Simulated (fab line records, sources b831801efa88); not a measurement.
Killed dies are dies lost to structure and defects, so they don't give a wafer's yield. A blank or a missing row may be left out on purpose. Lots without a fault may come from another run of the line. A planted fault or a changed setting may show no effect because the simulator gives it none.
A struck lot beside a sound one | flow sfq_line | 42 steps out of a route of 325
Sound: wafers L608.2, L608.3, L608.6. Struck: wafers L602.2, L602.4, L602.6. The cause comes at the end.
At each step with rows: each side's tool, then ch and its chambers, then its first start. Under that, the readings that differ: sound wafers | struck wafers | difference of the means | sigmas: that difference in standard deviations of wafers without a fault.
alike: readings whose means differ by less than 2 such deviations, and words and numbers that are the same on both sides. not compared: withheld readings, readings that some wafer has no value for, bounds like >300 that may hide the same value, and numbers for which the record gives no deviation and whose values overlap.
The two part at a step that has a row with sigmas, a row that says differs or no value, or rows on one side only. Numbers that don't overlap but have no deviation are shown without sigmas and don't part them. A reading that every wafer of one side lacks parts them only if that side has two wafers or more.

first, 6 steps without rows for these wafers: SFQ_TRILAYER_M1_LITHO_COAT_044 (resist thk 62 nm); SFQ_TRILAYER_M1_LITHO_COAT_039 (resist thk 600 nm); SFQ_TRILAYER_M1_LITHO_SOFTBAKE_043; SFQ_TRILAYER_M1_LITHO_EXPOSE_040 (exposes mask M1, target cd 500 nm); SFQ_TRILAYER_M1_LITHO_PEB_042 (peb time 60 s); SFQ_TRILAYER_M1_LITHO_DEVELOP_041 (time 60 s).
SFQ_M1_OVL_MEAS_911:
  sound on overlay-02, day 16 10:25; struck on overlay-01, day 14 21:13
  alike: M1_OVL
SFQ_TRILAYER_M1_BARC_OPEN_METAL_ETCH_054: etches BARC in O2, target depth 125 nm, time 41.7 s.
  sound on rie_metal-04 ch 0,1, day 16 10:27; struck on rie_metal-03 ch 1, day 14 21:15
  reading                     | sound          | struck         | difference | sigmas
  drypump_motor_current_A (A) | 5.06 4.85 4.86 | 5.43 5.42 5.42 | +0.50      | +3
  alike: oes_product_au
  not compared: rf_hours_counter_h
then, 1 step without rows for these wafers: SFQ_TRILAYER_M1_ETCH_METAL_ETCH_042 (etches Nb in Cl2/Ar, stops on SiO2, target depth 240 nm, time 120 s).
SFQ_TRILAYER_M1_STRIP_STRIP_043: strips in O2.
  sound on rie_metal-04 ch 0,1, day 16 10:38; struck on rie_metal-03 ch 1, day 14 21:26
  reading                     | sound          | struck         | difference | sigmas
  drypump_motor_current_A (A) | 5.06 4.85 4.86 | 5.43 5.42 5.42 | +0.50      | +3
  alike: oes_product_au, platen_temp_c
  not compared: rf_hours_counter_h
then, 2 steps without rows for these wafers: SFQ_TRILAYER_M1_STRIP_SOLV_CLEAN_044 (cleans in NMP, time 600 s); SFQ_TRILAYER_I1_DEP_PECVD_045 (deposits SiO2 from SiH4/N2O, time 111.11 s, target thk 500 nm).
SFQ_TRILAYER_I1_CMP_CMP_046: polishes SiO2.
  sound on cmp-01 ch 2,3, day 16 14:52; struck on cmp-02 ch 2,3, day 14 23:59
  reading                                             | sound             | struck            | difference | sigmas
  time_to_endpoint_s (s)                              | 220 220 222       | 239 251 251       | +26        | +3
  model.SiO2_of_TRILAYER_I1_DEP_PECVD_045.thk_nm (nm) | 200.4 200.4 200.5 | 148.2 149.1 148.2 | -51.9      |
  alike: motor_current_A
SFQ_I1_BOW_MEAS_912:
  sound on film_metro-02, day 16 17:53; struck on film_metro-03, day 15 03:00
  alike: I1_BOW
SFQ_TRILAYER_I1_METRO_MEASURE_047:
  sound on film_metro-02, day 16 18:11; struck on film_metro-03, day 15 03:18
  reading     | sound             | struck            | difference | sigmas
  thk_nm (nm) | 200.4 200.3 200.4 | 148.2 149.1 148.2 | -51.9      | -40
then, 6 steps without rows for these wafers: SFQ_TRILAYER_I1_VIA_LITHO_COAT_054 (resist thk 62 nm); SFQ_TRILAYER_I1_VIA_LITHO_COAT_049 (resist thk 650 nm); SFQ_TRILAYER_I1_VIA_LITHO_SOFTBAKE_053; SFQ_TRILAYER_I1_VIA_LITHO_EXPOSE_050 (exposes mask I1, target cd 500 nm); SFQ_TRILAYER_I1_VIA_LITHO_PEB_052 (peb time 60 s); SFQ_TRILAYER_I1_VIA_LITHO_DEVELOP_051 (time 60 s).
-- the record jumps here: 3 days lie between the struck wafers' starts before and after --
SFQ_I1_OVL_MEAS_913:
  sound on overlay-01, day 19 09:32; struck on overlay-01, day 17 16:50
  alike: I1_OVL
then, 1 step without rows for these wafers: SFQ_TRILAYER_I1_VIA_BARC_OPEN_VIA_ETCH_071 (etches BARC in O2, target depth 125 nm, time 41.7 s).
SFQ_TRILAYER_I1_VIA_ETCH_VIA_ETCH_052: etches SiO2 in CHF3, stops on Nb, target depth 260 nm.
  sound on rie_diel-04 ch 1,3, day 19 09:37; struck on rie_diel-03 ch 0,1,2, day 17 16:55
  reading                        | sound             | struck            | difference | sigmas
  oes_product_au (a.u.)          | 0.847 0.858 0.848 | 0.736 0.737 0.739 | -0.114     | -21
  model.I1.feature_depth_nm (nm) | 200.4 200.4 200.5 | 148.2 149.1 148.2 | -51.9      |
  model.etch.depth_nm (nm)       | 200.4 200.4 200.5 | 148.2 149.1 148.2 | -51.9      |
  alike: drypump_motor_current_A
SFQ_TRILAYER_I1_VIA_STRIP_STRIP_053: strips in O2.
  sound on rie_metal-02 ch 0,1, day 19 09:43; struck on rie_metal-02 ch 0, day 17 17:13
  alike: drypump_motor_current_A, oes_product_au, platen_temp_c
  not compared: rf_hours_counter_h
then, 1 step without rows for these wafers: SFQ_TRILAYER_I1_VIA_STRIP_SOLV_CLEAN_054 (cleans in NMP, time 600 s).
SFQ_TRILAYER_M2_DEP_PRE_CLEAN_056: time 22.5 s.
  sound on pvd_sputter-05, day 19 10:30; struck on pvd_sputter-06, day 17 18:25
  reading                                             | sound           | struck            | difference | sigmas
  model.SiO2_of_TRILAYER_I1_DEP_PECVD_045.thk_nm (nm) | 192.9 192.9 193 | 140.7 141.6 140.7 | -51.9      |
SFQ_TRILAYER_M2_DEP_SPUTTER_055: material Nb, target thk 200 nm, time 133.3 s.
  sound on pvd_sputter-05, day 19 10:32; struck on pvd_sputter-06, day 17 18:26
  alike: substrate_temp_c, throttle_valve_pct
SFQ_M2_RS_MEAS_914: measures by four-point-probe.
  sound on film_metro-04, day 19 10:38; struck on film_metro-01, day 17 18:33
  alike: M2_NB_RS
then, 6 steps without rows for these wafers: SFQ_TRILAYER_M2_LITHO_COAT_062 (resist thk 62 nm); SFQ_TRILAYER_M2_LITHO_COAT_057 (resist thk 600 nm); SFQ_TRILAYER_M2_LITHO_SOFTBAKE_061; SFQ_TRILAYER_M2_LITHO_EXPOSE_058 (exposes mask M2, target cd 500 nm); SFQ_TRILAYER_M2_LITHO_PEB_060 (peb time 60 s); SFQ_TRILAYER_M2_LITHO_DEVELOP_059 (time 60 s).
-- the record jumps here: 3 days lie between the struck wafers' starts before and after --
SFQ_M2_OVL_MEAS_916:
  sound on overlay-01, day 22 02:37; struck on overlay-01, day 20 15:05
  alike: M2_OVL
then, 1 step without rows for these wafers: SFQ_TRILAYER_M2_BARC_OPEN_METAL_ETCH_077 (etches BARC in O2, target depth 125 nm, time 41.7 s).
SFQ_TRILAYER_M2_ETCH_METAL_ETCH_060: etches Nb in Cl2/Ar, stops on SiO2, target depth 240 nm, time 120 s.
  sound on rie_metal-04 ch 0, day 22 02:43; struck on rie_metal-03 ch 0,1, day 20 15:11
  alike: drypump_motor_current_A, oes_product_au
  not compared: rf_hours_counter_h
then, 3 steps without rows for these wafers: SFQ_TRILAYER_M2_STRIP_STRIP_061 (strips in O2); SFQ_TRILAYER_M2_STRIP_SOLV_CLEAN_062 (cleans in NMP, time 600 s); SFQ_TRILAYER_I2_DEP_PECVD_063 (deposits SiO2 from SiH4/N2O, time 111.11 s, target thk 500 nm).
-- the record jumps here: 58 days lie between the struck wafers' starts before and after --
SFQ_M8_BOW_MEAS_951:
  sound on film_metro-01, day 79 14:14; struck on film_metro-01, day 78 13:02
  reading                 | sound            | struck            | difference | sigmas
  model.etest.i1.link_ohm | 1.985 1.997 1.98 | 1.913 1.909 1.921 | -0.073     |
  alike: M8_BOW

WHERE THEY PART
First at SFQ_TRILAYER_M1_BARC_OPEN_METAL_ETCH_054; last, within this record, at SFQ_TRILAYER_I1_VIA_ETCH_VIA_ETCH_052. Later steps at which nothing parts them and some readings are alike: SFQ_TRILAYER_I1_VIA_STRIP_STRIP_053, SFQ_TRILAYER_M2_DEP_SPUTTER_055, SFQ_M2_RS_MEAS_914, SFQ_M2_OVL_MEAS_916, SFQ_TRILAYER_M2_ETCH_METAL_ETCH_060, SFQ_M8_BOW_MEAS_951.

WHY: what the simulator had put in
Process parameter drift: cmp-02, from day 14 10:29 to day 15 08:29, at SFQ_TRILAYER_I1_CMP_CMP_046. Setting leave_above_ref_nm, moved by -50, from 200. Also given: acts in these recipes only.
